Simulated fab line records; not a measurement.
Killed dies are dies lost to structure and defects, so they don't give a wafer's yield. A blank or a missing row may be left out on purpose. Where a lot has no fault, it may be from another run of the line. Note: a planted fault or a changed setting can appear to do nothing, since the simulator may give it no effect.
Chamber matching + flow sky130 + SKY_VIA2_CMP_24 on cmp-02 has 4 sister chambers
The step polishes, stops on SiO2, t overpolish 20 s, target thk 0 nm. 27 wafers are shown with their chamber, then 12 later ones without.

EACH WAFER AND ITS CHAMBER
| wafer  | chamber | motorCurrentA (A) | timeToEndpointS (s) | overpolishRunS (s) |
|--------|---------|-------------------|---------------------|--------------------|
| L075.1 | 3       | 12.2              | 94                  | 20.015             |
| L075.2 | 0       | 10.0              | 96                  | 20.002             |
| L075.5 | 0       | 10.0              | 93                  | 19.995             |
| L076.2 | 0       | 10.1              | 95                  | 19.998             |
| L076.3 | 3       | 12.6              | 97                  | 19.981             |
| L076.5 | 2       | 11.8              | 97                  | 20.006             |
| L077.1 | 0       | 11.4              | 97                  | 19.999             |
| L077.4 | 1       | 11.1              | 104                 | 20.012             |
| L077.5 | 3       | 12.5              | 97                  | 20.003             |
| L078.1 | 2       | 12.1              | 103                 | 19.979             |
| L078.2 | 3       | 11.7              | 97                  | 20.009             |
| L078.5 | 0       | 10.3              | 101                 | 20.001             |
| L081.1 | 0       | 10.8              | 96                  | 20.008             |
| L081.4 | 1       | 11.3              | 99                  | 19.993             |
| L081.6 | 2       | 11.3              | 98                  | 19.997             |
| L086.3 | 3       | 11.8              | 103                 | 20.004             |
| L086.4 | 0       | 10.5              | 102                 | 20.002             |
| L086.6 | 2       | 12.0              | 107                 | 19.995             |
| L092.2 | 1       | 11.1              | 107                 | 20.004             |
| L092.5 | 0       | 10.3              | 104                 | 20.010             |
| L092.6 | 3       | 12.1              | 101                 | 20.005             |
| L093.1 | 3       | 12.3              | 105                 | 20.023             |
| L093.2 | 1       | 11.2              | 104                 | 20.009             |
| L093.4 | 0       | 10.5              | 102                 | 20.027             |
| L094.1 | 1       | 11.3              | 105                 | 19.994             |
| L094.5 | 1       | 11.8              | 99                  | 19.992             |
| L094.6 | 2       | 12.0              | 107                 | 19.992             |

SIGNATURES, as means of the wafers listed above
| reading         | chamber 0 | chamber 1 | chamber 2 | chamber 3 | scatter within a chamber |
|-----------------|-----------|-----------|-----------|-----------|--------------------------|
| motorCurrentA   | 10.433    | 11.300    | 11.840    | 12.171    | 0.363                    |
| timeToEndpointS | 98.44     | 103.00    | 102.40    | 99.14     | 3.94                     |
| overpolishRunS  | 20.00467  | 20.00067  | 19.99380  | 20.00571  | 0.0105                   |
Rule: for each reading, subtract the chamber's mean from the wafer's reading, divide by that reading's scatter and square the result; add these up over the readings and take the root, which gives the wafer's distance from the chamber. If the next closest chamber is less than 2 further off than the closest, the wafer can't be placed; otherwise it belongs to the closest. The scatter is the square root of a quotient: the sum, over the shown wafers, of each reading's squared deviation from its chamber's mean, divided by wafers minus chambers.

WAFERS WITH NO CHAMBER GIVEN
| wafer  | motorCurrentA (A) | timeToEndpointS (s) | overpolishRunS (s) |
|--------|-------------------|---------------------|--------------------|
| L094.2 | 11.4              | 97                  | 20.011             |
| L094.3 | 12.0              | 103                 | 19.997             |
| L094.4 | 10.4              | 103                 | 20.011             |
| L096.3 | 11.2              | 104                 | 19.996             |
| L096.4 | 12.0              | 103                 | 19.995             |
| L096.5 | 12.1              | 102                 | 20.003             |
| L097.1 | 11.5              | 108                 | 20.004             |
| L097.5 | 11.6              | 109                 | 20.010             |
| L097.6 | 11.2              | 106                 | 20.004             |
| L097.2 | 10.4              | 104                 | 19.988             |
| L097.3 | 11.9              | 104                 | 20.004             |
| L097.4 | 11.4              | 110                 | 19.983             |

CHAMBER TAKEN BY EACH
| wafer  | from the rows above               | in truth |
|--------|-----------------------------------|----------|
| L094.2 | can't be placed: 1 or 3 or 2 or 0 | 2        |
| L094.3 | can't be placed: 2 or 3 or 1      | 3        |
| L094.4 | can't be placed: 0 or 1           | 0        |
| L096.3 | can't be placed: 1 or 2           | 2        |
| L096.4 | can't be placed: 2 or 3 or 1      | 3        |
| L096.5 | can't be placed: 3 or 2 or 1      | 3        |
| L097.1 | can't be placed: 1 or 2 or 3      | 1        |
| L097.5 | can't be placed: 1 or 2 or 3      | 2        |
| L097.6 | can't be placed: 1 or 2 or 0      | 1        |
| L097.2 | can't be placed: 0 or 1 or 2      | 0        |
| L097.3 | can't be placed: 2 or 3 or 1      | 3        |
| L097.4 | can't be placed: 1 or 2 or 3      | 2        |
Correctly placed: 0 of 12. Can't be placed from these rows: 12 (the true chamber is among the candidates in 12). Wrongly placed: 0.
